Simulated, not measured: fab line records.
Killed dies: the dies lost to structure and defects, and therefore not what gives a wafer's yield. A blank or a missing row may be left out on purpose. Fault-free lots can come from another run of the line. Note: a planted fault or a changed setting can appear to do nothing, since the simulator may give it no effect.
A single fault, viewed from 2 desks | flow gf180mcu | numbers are kept per desk, each desk with only its own; the story behind them comes last

== METROLOGY DESK ==
Lot by lot, what the gauges showed, no matter which tool ran the lot: averages of those sampled wafers that carry a number. If a lot's mean is further than 4 standard deviations from the usual mean, the lot is out of limits and carries the mark OUT (the distance appears in the brackets).
Columns: A = V4_W_RS at GF_V4_RS_MEAS_24, usual 0.328 ohm/sq; B = V4_W_THK at GF_V4_THK_MEAS_25, usual 354 nm; C = V5_CVD_02_THK at GF_V5_THK_MEAS_03, usual 1450 nm
lot  | first seen here | A     | B   | C
L300 | day 24 15:52    | 0.334 | 348 | 1466
L301 | day 25 02:58    | 0.328 | 356 | 1464
L302 | day 25 06:47    | 0.333 | 352 | 1481
L303 | day 25 22:40    | 0.323 | 361 | 1465
L305 | day 26 07:07    | 0.330 | 352 | 1477
L307 | day 27 06:34    | 0.337 | 344 | 1458
L310 | day 28 00:20    | 0.329 | 355 | 1456
L312 | day 28 23:19    | 0.331 | 352 | 1248 (-7.8) OUT
L313 | day 29 15:08    | 0.329 | 348 | 1292 (-6.1) OUT
L318 | day 30 03:04    | 0.319 | 365 | 1432
L321 | day 30 20:00    | 0.327 | 355 | 1444
L322 | day 31 00:59    | 0.322 | 358 | 1442
L323 | day 31 04:07    | 0.331 | 350 | 1473
This desk's finding: out of limits on L312, L313; first on L312, day 30 15:25 (V5_CVD_02_THK at GF_V5_THK_MEAS_03). Within limits: L300, L301, L302, L303, L305, L307, L310, L318, L321, L322, L323.

== THE TOOL OWNER'S DESK: pecvd-01 ==
The tool's own readings at GF_V5_CVD_02 (deposits SiO2 from TEOS, target thk 1450 nm, time 163.28 s): means of the sampled wafers that have a number, for each lot that ran on this tool. If a lot's mean is further than 4 standard deviations from the usual mean, the lot is out of limits and carries the mark OUT (the distance appears in the brackets).
Columns: A = heater_power_outer_w at GF_V5_CVD_02, usual 361 W; B = heater_power_w at GF_V5_CVD_02, usual 630 W
lot  | first seen here | A   | B
L301 | day 26 22:40    | 284 | 515
L310 | day 29 16:47    | 304 | 538
L312 | day 30 15:18    | 364 | 610
L313 | day 31 06:00    | 336 | 576
Result from this desk: across the 4 lots, nothing is out of limits.

== TAKEN TOGETHER ==
The metrology desk could have raised an alarm at day 30 15:25, on L312, L313.
Nothing out of limits was seen by the tool owner's desk.
The tool owner's desk has L312, L313 on record, within its limits.
The lots listed all ran GF_V5_CVD_02 on pecvd-01.

== WHAT HAD BEEN PUT IN BY THE SIMULATOR ==
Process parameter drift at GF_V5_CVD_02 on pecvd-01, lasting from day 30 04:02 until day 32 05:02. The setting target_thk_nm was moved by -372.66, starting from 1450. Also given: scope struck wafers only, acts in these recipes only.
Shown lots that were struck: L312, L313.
Delay in hours, fault start to first out-of-limits reading, per desk: metrology desk 11.
